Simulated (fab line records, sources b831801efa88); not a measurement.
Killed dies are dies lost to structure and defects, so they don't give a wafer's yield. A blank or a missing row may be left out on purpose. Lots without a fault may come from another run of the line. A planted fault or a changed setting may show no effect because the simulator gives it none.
A struck lot beside a sound one | flow sfq_line | 15 steps out of a route of 325
Sound: wafers L154.1, L154.2, L154.6. Struck: wafer L161.6. (L161.2, L161.3 of the same lot were not struck and are left out.) The cause comes at the end.
At each step with rows: each side's tool, then ch and its chambers, then its first start. Under that, the readings that differ: sound wafers | struck wafers | difference of the means | sigmas: that difference in standard deviations of wafers without a fault.
alike: readings whose means differ by less than 2 such deviations, and words and numbers that are the same on both sides. not compared: withheld readings, readings that some wafer has no value for, bounds like >300 that may hide the same value, and numbers for which the record gives no deviation and whose values overlap.
The two part at a step that has a row with sigmas, a row that says differs or no value, or rows on one side only. Numbers that don't overlap but have no deviation are shown without sigmas and don't part them. A reading that every wafer of one side lacks parts them only if that side has two wafers or more.

SFQ_TRILAYER_L0_BARC_OPEN_METAL_ETCH_010: etches BARC in O2, target depth 125 nm, time 41.7 s.
  sound on rie_metal-03 ch 0,1, day 5 04:02; struck on rie_metal-02 ch 1, day 6 20:44
  alike: chamber_pressure_mTorr, drypump_motor_current_A, oes_product_au
  not compared: rf_hours_counter_h
SFQ_TRILAYER_L0_ETCH_METAL_ETCH_008: etches MoNx KI in SF6/O2, stops on SiO2, target depth 50 nm, time 25 s.
  sound on rie_metal-03 ch 0,1, day 5 04:06; struck on rie_metal-02 ch 1, day 6 20:48
  alike: chamber_pressure_mTorr, drypump_motor_current_A, oes_product_au
  not compared: rf_hours_counter_h
SFQ_TRILAYER_L0_STRIP_STRIP_009: strips in O2.
  sound on rie_metal-03 ch 0,1, day 5 04:09; struck on rie_metal-02 ch 1, day 6 20:51
  alike: chamber_pressure_mTorr, drypump_motor_current_A, oes_product_au
  not compared: rf_hours_counter_h
then, 1 step without rows for these wafers: SFQ_TRILAYER_L0_STRIP_SOLV_CLEAN_010 (cleans in NMP, time 600 s).
SFQ_TRILAYER_L0_CAP_PECVD_011: deposits SiO2 from SiH4/N2O, time 13.333 s, target thk 60 nm.
  sound on pecvd-02 ch 0,1, day 5 05:06; struck on pecvd-02 ch 2, day 6 21:38
  reading            | sound    | struck | difference | sigmas
  heater_power_w (W) | 65 48 67 | 104    | +44        | +3
  alike: showerhead_vpp_V, throttle_valve_pct
then, 6 steps without rows for these wafers: SFQ_TRILAYER_L0_VIA_LITHO_COAT_018 (resist thk 62 nm); SFQ_TRILAYER_L0_VIA_LITHO_COAT_013 (resist thk 650 nm); SFQ_TRILAYER_L0_VIA_LITHO_SOFTBAKE_017; SFQ_TRILAYER_L0_VIA_LITHO_EXPOSE_014 (exposes mask L0V, target cd 700 nm); SFQ_TRILAYER_L0_VIA_LITHO_PEB_016 (peb time 60 s); SFQ_TRILAYER_L0_VIA_LITHO_DEVELOP_015 (time 60 s).
-- the record jumps here: 2 days lie between the struck wafers' starts before and after --
SFQ_L0V_OVL_MEAS_903:
  sound on overlay-02, day 7 12:14; struck on overlay-01, day 9 03:23
  alike: L0V_OVL
SFQ_TRILAYER_L0_VIA_BARC_OPEN_VIA_ETCH_021: etches BARC in O2, target depth 125 nm, time 41.7 s.
  sound on rie_diel-03 ch 0,1,2, day 7 12:16; struck on rie_diel-03 ch 3, day 9 03:25
  reading                                                 | sound             | struck | difference | sigmas
  drypump_motor_current_A (A)                             | 6.08 5.95 5.99    | 5.22   | -0.79      | -3
  model.KrF_of_TRILAYER_L0_VIA_LITHO_COAT_013.thk_nm (nm) | 573.4 572.2 570.3 | 581.7  | +9.7       |
  alike: chamber_pressure_mTorr, oes_product_au
  not compared: rf_hours_counter_h
SFQ_TRILAYER_L0_VIA_ETCH_VIA_ETCH_016: etches SiO2 in CHF3, stops on MoNx KI, target depth 80 nm.
  sound on rie_diel-03 ch 0,1,2, day 7 12:18; struck on rie_diel-03 ch 3, day 9 03:27
  reading                                                 | sound             | struck | difference | sigmas
  drypump_motor_current_A (A)                             | 6.08 5.94 6.01    | 5.24   | -0.77      | -3
  model.KrF_of_TRILAYER_L0_VIA_LITHO_COAT_013.thk_nm (nm) | 559.9 558.8 556.2 | 568.2  | +9.9       |
  alike: chamber_pressure_mTorr, oes_product_au
SFQ_TRILAYER_L0_VIA_STRIP_STRIP_017: strips in O2.
  sound on rie_metal-03 ch 0,1, day 7 12:21; struck on rie_metal-01 ch 1, day 9 03:30
  alike: chamber_pressure_mTorr, drypump_motor_current_A, oes_product_au
  not compared: rf_hours_counter_h

WHERE THEY PART
First at SFQ_TRILAYER_L0_CAP_PECVD_011; last, within this record, at SFQ_TRILAYER_L0_VIA_ETCH_VIA_ETCH_016. Later steps at which nothing parts them and some readings are alike: SFQ_TRILAYER_L0_VIA_STRIP_STRIP_017.

WHY: what the simulator had put in
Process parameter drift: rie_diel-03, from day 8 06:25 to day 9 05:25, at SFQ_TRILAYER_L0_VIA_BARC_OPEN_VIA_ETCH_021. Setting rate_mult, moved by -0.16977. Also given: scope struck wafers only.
